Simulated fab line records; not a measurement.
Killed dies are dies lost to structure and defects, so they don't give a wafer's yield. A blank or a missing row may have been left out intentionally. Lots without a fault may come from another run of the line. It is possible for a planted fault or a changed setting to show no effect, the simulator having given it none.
Matching of chambers || flow gf180mcu || GF_V5_CVD_02 on pecvd-02: 3 sister chambers
The step deposits SiO2 from TEOS, target thk 1450 nm, time 163.28 s. 3 wafers are shown with their chamber, then 10 later ones without.

EACH WAFER AND ITS CHAMBER
{"wafer": "L083.6", "chamber": 0, "heater_power_outer_w (W)": 448}
{"wafer": "L084.2", "chamber": 1, "heater_power_outer_w (W)": 395}
{"wafer": "L084.5", "chamber": 2, "heater_power_outer_w (W)": 277}

WAFERS WITHOUT THEIR CHAMBER
{"wafer": "L084.6", "heater_power_outer_w (W)": 292}
{"wafer": "L087.3", "heater_power_outer_w (W)": 314}
{"wafer": "L087.5", "heater_power_outer_w (W)": 368}
{"wafer": "L087.6", "heater_power_outer_w (W)": 578}
{"wafer": "L089.1", "heater_power_outer_w (W)": 473}
{"wafer": "L089.5", "heater_power_outer_w (W)": 533}
{"wafer": "L089.6", "heater_power_outer_w (W)": 294}
{"wafer": "L095.1", "heater_power_outer_w (W)": 563}
{"wafer": "L095.3", "heater_power_outer_w (W)": 367}
{"wafer": "L095.6", "heater_power_outer_w (W)": 463}

THE CHAMBER EACH PASSED THROUGH
{"wafer": "L084.6", "from the rows above": "can't be placed: 2 or 1", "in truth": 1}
{"wafer": "L087.3", "from the rows above": "can't be placed: 2 or 1 or 0", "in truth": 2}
{"wafer": "L087.5", "from the rows above": "can't be placed: 1 or 0 or 2", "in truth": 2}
{"wafer": "L087.6", "from the rows above": "can't be placed: 0 or 1", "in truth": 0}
{"wafer": "L089.1", "from the rows above": "can't be placed: 0 or 1", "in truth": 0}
{"wafer": "L089.5", "from the rows above": "can't be placed: 0 or 1", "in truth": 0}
{"wafer": "L089.6", "from the rows above": "can't be placed: 2 or 1", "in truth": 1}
{"wafer": "L095.1", "from the rows above": "can't be placed: 0 or 1", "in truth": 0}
{"wafer": "L095.3", "from the rows above": "can't be placed: 1 or 0 or 2", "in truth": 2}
{"wafer": "L095.6", "from the rows above": "can't be placed: 0 or 1", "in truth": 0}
Correctly placed: 0 of 10. Cannot be placed on the basis of these rows: 10; the candidates contain the true chamber in 10. Placed wrongly: 0.
How it was worked out, from the rows above alone: a wafer's distance from a chamber is the root of the sum, over the readings, of the square of ((its reading less the chamber's mean) divided by the reading's scatter). If the next closest chamber is less than 2 further off than the closest, the wafer can't be placed; otherwise it belongs to the closest. For every chamber, the mean is computed from those of its wafers that are shown. The scatter (one wafer shown for each chamber): square how far every hidden wafer sits from the nearest shown wafer, average those squares and take the square root.
